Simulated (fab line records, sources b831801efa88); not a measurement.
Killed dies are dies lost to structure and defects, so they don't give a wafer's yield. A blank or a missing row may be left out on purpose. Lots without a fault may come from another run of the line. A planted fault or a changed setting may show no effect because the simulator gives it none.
Chamber matching | flow sky130 | SKY_FIELD_ISO_ETCH_17 on rie_si-02: 4 sister chambers
The step etches Si in HBr/Cl2/O2, target depth 342 nm, time 97.7 s. 8 wafers are shown with their chamber, then 8 later ones without.

WAFERS WITH THEIR CHAMBER
wafer  | chamber | drypump_motor_current_A (A) | run_length_s (s)
L684.6 | 1       | 5.2                         | 125.9
L698.1 | 2       | 5.0                         | 126.2
L698.3 | 3       | 4.9                         | 124.9
L698.5 | 1       | 5.2                         | 125.7
L699.1 | 3       | 4.9                         | 125.1
L699.2 | 0       | 5.3                         | 126.1
L699.5 | 2       | 5.0                         | 126.2
L702.1 | 0       | 5.4                         | 126.1

WAFERS WITHOUT THEIR CHAMBER
wafer  | drypump_motor_current_A (A) | run_length_s (s)
L702.2 | 5.0                         | 126.0
L702.4 | 4.9                         | 124.9
L704.2 | 5.4                         | 126.2
L704.5 | 5.2                         | 125.4
L704.6 | 5.0                         | 126.6
L706.2 | 4.9                         | 125.3
L706.3 | 5.0                         | 126.3
L706.5 | 5.4                         | 126.1

WHICH CHAMBER EACH WENT THROUGH
wafer  | from the rows above | in truth
L702.2 | 2                   | 2
L702.4 | 3                   | 3
L704.2 | 0                   | 0
L704.5 | 1                   | 1
L704.6 | 2                   | 2
L706.2 | 3                   | 3
L706.3 | 2                   | 2
L706.5 | 0                   | 0
Placed correctly: 8 of 8. Can't be placed from these rows: 0. Placed wrongly: 0.
How it was worked out, from the rows above alone: a wafer's distance from a chamber is the root of the sum, over the readings, of the square of ((its reading less the chamber's mean) divided by the reading's scatter). The wafer belongs to the nearest chamber; if the next one is less than 2 further off, it can't be placed. A chamber's mean is the mean of its shown wafers. The scatter: the root of (the sum of the squares of (reading less its chamber's mean) over the shown wafers, divided by (wafers less chambers)).
